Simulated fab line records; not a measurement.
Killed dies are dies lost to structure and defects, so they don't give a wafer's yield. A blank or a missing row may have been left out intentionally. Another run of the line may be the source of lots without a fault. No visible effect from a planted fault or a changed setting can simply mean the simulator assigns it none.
Which of the tools did it?	flow sky130	Sampling: 6 lots, 16 wafers, 3 of 708 route steps

WHAT EACH GAUGE READ, for each wafer
SKY_CAPM_THK_MEAS_04: measures by xrf.
lot	measured	on	CAPM_TIN_THK (nm)
L631	day 37 01:40	film metro-03	200.7 198.6 201.3
L633	day 38 01:38	film metro-02	200.7 201.0 201.0
L636	day 39 07:22	film metro-01	197.3 199.9 196.1
L639	day 40 04:16	film metro-02	207.7
L648	day 42 05:26	film metro-01	197.2 193.9 198.1
L652	day 43 07:04	film metro-02	201.1 200.5 197.7

TOOL THAT RAN EACH LOT (tool first, then ch and the chambers of the sampled wafers, then the start)
lot	SKY_VIA2_ETCH_14	SKY_CAPM_SPUTTER_02
L631	rie diel-01 ch 2,3, day 36 23:47	pvd sputter-04, day 37 01:26
L633	rie diel-01 ch 0,1,3, day 37 23:44	pvd sputter-02, day 38 01:24
L636	rie diel-04 ch 1,2,3, day 39 05:32	pvd sputter-01, day 39 07:08
L639	rie diel-04 ch 1, day 40 02:20	pvd sputter-02, day 40 04:01
L648	rie diel-02 ch 0,2, day 42 03:35	pvd sputter-04, day 42 05:11
L652	rie diel-01 ch 1,2,3, day 43 04:53	pvd sputter-04, day 43 06:50
- SKY_VIA2_ETCH_14: etches BARC in N2/H2, stops on SiO2, time 45.9 s, target depth 60 nm.
- SKY_CAPM_SPUTTER_02: material TiN, target thk 200 nm, time 166.7 s.

THE ANSWER, worked out from the rows above alone
Rule: the usual values come from the lots themselves. The widest of any qualifying gaps counts: lots, ordered by their means at a reading, are off when they make up no more than a third of the lots, leave a main group of 4 or more, and stand apart from it by 3 or more times the standard deviation of that group's means. Not used: any main group whose means are identical at the precision the tables above print for the reading. Also off: a lot with no number at a reading for which 4 or more lots have one. Where the step has rows for the other lots, those lots are counted as sound.
Off: at SKY_CAPM_THK_MEAS_04 (CAPM_TIN_THK), L639. The main group: mean 199.0 nm, standard deviation 1.7.
If a tool, at a process step before that reading, ran all the lots that are off and no sound lot after the first of them, it fits. The gauges at SKY_CAPM_THK_MEAS_04 are tried like those tools. This does not decide it: 2 tools fit, namely rie diel-04 at SKY_VIA2_ETCH_14 and pvd sputter-02 at SKY_CAPM_SPUTTER_02.

WHAT THE SIMULATOR PUT IN
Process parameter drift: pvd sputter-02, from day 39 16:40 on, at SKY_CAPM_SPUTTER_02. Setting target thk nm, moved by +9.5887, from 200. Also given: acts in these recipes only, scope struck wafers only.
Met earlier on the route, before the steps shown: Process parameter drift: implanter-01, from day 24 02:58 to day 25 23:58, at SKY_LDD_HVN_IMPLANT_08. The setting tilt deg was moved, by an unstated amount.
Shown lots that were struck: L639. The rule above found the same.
